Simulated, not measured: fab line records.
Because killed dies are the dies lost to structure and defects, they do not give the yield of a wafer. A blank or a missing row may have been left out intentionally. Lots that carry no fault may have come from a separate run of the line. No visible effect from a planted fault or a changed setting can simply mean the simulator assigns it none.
Which tool did it? :: flow gf180mcu :: 6 lots, 18 wafers sampled, at 2 steps of a route of 602

== WHAT EACH GAUGE READ, for each wafer ==
GF_HV_LDD_TW_MEAS_23.
lot: L466
measured: day 11 12:24
on: film metro-03
HV_LDD_2_TW: 1064 1055 1059

lot: L469
measured: day 12 09:12
on: film metro-03
HV_LDD_2_TW: 1064 1064 1068

lot: L475
measured: day 13 22:39
on: film metro-04
HV_LDD_2_TW: 1062 1065 1058

lot: L479
measured: day 15 08:30
on: film metro-01
HV_LDD_2_TW: 1060 1057 1059

lot: L482
measured: day 16 02:40
on: film metro-03
HV_LDD_2_TW: 1122 1126 1125

lot: L484
measured: day 16 19:32
on: film metro-03
HV_LDD_2_TW: 1120 1120 1123

== TOOL THAT RAN EACH LOT (tool first, then ch and the chambers of the sampled wafers, then the start) ==
lot: L466
GF_HV_LDD_IMPLANT_21: implanter-02 ch 0, day 11 12:10

lot: L469
GF_HV_LDD_IMPLANT_21: implanter-01 ch 0, day 12 08:58

lot: L475
GF_HV_LDD_IMPLANT_21: implanter-02 ch 0, day 13 22:24

lot: L479
GF_HV_LDD_IMPLANT_21: implanter-03 ch 0, day 15 08:15

lot: L482
GF_HV_LDD_IMPLANT_21: implanter-01 ch 0, day 16 02:25

lot: L484
GF_HV_LDD_IMPLANT_21: implanter-01 ch 0, day 16 19:19
- GF_HV_LDD_IMPLANT_21

== THE ANSWER, worked out from the rows above alone ==
Rule: what is usual is taken from the lots themselves. Put in order of their means at a reading, lots are off if they are a third of the lots or fewer, leave a main group of 4 or more, and stand apart from it by a gap of 3 or more times the standard deviation of the main group's means; of several such gaps the widest counts. A main group is skipped when, at the precision printed for the reading in the tables above, its means are all equal. A lot without any number at a reading at which 4 lots or more have one is off too. Where the step has rows for the other lots, those lots are counted as sound.
Off: at GF_HV_LDD_TW_MEAS_23 (HV_LDD_2_TW), L482, L484. The main group has a mean of 1061 with a standard deviation of 2.6.
If a tool, at a process step before that reading, ran all the lots that are off and no sound lot after the first of them, it fits. Those tools and the gauges at GF_HV_LDD_TW_MEAS_23 are tried in the same way. Undecided on this evidence; 2 tools fit (implanter-01 at GF_HV_LDD_IMPLANT_21, film metro-03 at GF_HV_LDD_TW_MEAS_23).

== WHAT HAD BEEN PUT IN BY THE SIMULATOR ==
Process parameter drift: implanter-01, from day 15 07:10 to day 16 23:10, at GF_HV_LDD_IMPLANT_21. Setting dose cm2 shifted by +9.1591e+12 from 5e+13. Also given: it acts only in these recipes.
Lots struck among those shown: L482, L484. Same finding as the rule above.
